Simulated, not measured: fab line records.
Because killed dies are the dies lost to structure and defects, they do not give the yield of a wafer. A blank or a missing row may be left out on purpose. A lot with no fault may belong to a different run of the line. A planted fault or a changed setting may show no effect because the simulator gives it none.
The same fault as seen by 2 desks / flow sky130 / every desk sees just its own numbers, and what lay behind them comes last

## AT THE TOOL OWNER'S DESK: litho-track-03
The tool's own readings at SKY_VIA1_SOFTBAKE_08 (time 90 s): means of the sampled wafers that have a number, for each lot that ran on this tool. The brackets show how far a lot's mean lies from the usual mean; more than 4 standard deviations puts the lot out of limits, marked OUT.
Columns: A = heater-power-total-W at SKY_VIA1_SOFTBAKE_08, usual 57.36 W; B = plate-temp-C at SKY_VIA1_SOFTBAKE_08, usual 100.01 C; C = resist-line-temp-C at SKY_VIA1_SOFTBAKE_08, usual 22.99 C
lot=L836; first seen here=day 33 21:00; A=57.50; B=100.08; C=23.10
lot=L855; first seen here=day 39 20:00; A=53.43 (-33) OUT; B=95.04 (-41) OUT; C=23.10
lot=L856; first seen here=day 40 07:00; A=53.47 (-32) OUT; B=95.14 (-41) OUT; C=22.98
This desk's finding: out of limits on L855, L856; first on L855, day 39 20:00 (heater-power-total-W at SKY_VIA1_SOFTBAKE_08). L836: within limits.

## THE METROLOGY DESK
What the gauges read, lot by lot, whatever tool the lot ran on: means of the sampled wafers that have a number. The brackets show how far a lot's mean lies from the usual mean; more than 4 standard deviations puts the lot out of limits, marked OUT.
Columns: A = VIA1_HDPCVD_THK at SKY_VIA1_THK_MEAS_01, usual 1031 nm; B = VIA1_BOW at SKY_VIA1_BOW_MEAS_03, usual 80 um; C = cd-nm at SKY_VIA1_CD_MEAS_12, usual 150.1 nm; D = VIA1_OVL at SKY_VIA1_OVL_MEAS_13, usual 0 nm
lot=L834; first seen here=day 33 03:39; A=1036; B=76; C=148.1; D=-1
lot=L836; first seen here=day 33 08:32; A=1026; B=82; C=149.5; D=-3
lot=L841; first seen here=day 35 02:06; A=1031; B=73; C=152.8; D=-1
lot=L843; first seen here=day 36 00:05; A=1026; B=82; C=150.6; D=-1
lot=L855; first seen here=day 39 06:58; A=1026; B=76; C=147.9; D=-2
lot=L856; first seen here=day 39 18:05; A=1013; B=70; C=146.8; D=-5
This desk found nothing out of limits on any of the 6 lots.

## PUT TOGETHER
An alarm could have come from the tool owner's desk at day 39 20:00, on L855, L856.
From the metrology desk's view, nothing was out of limits.
The metrology desk holds a record of L855, L856, inside its limits.
All the named lots went through SKY_VIA1_SOFTBAKE_08 on litho-track-03.

## WHAT WAS PUT IN BY THE SIMULATOR
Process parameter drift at SKY_VIA1_SOFTBAKE_08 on litho-track-03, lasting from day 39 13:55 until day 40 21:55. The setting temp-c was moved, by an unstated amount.
Shown lots that were struck: L855, L856.
Delay in hours, fault start to first out-of-limits reading, by desk: the tool owner's desk at 6.
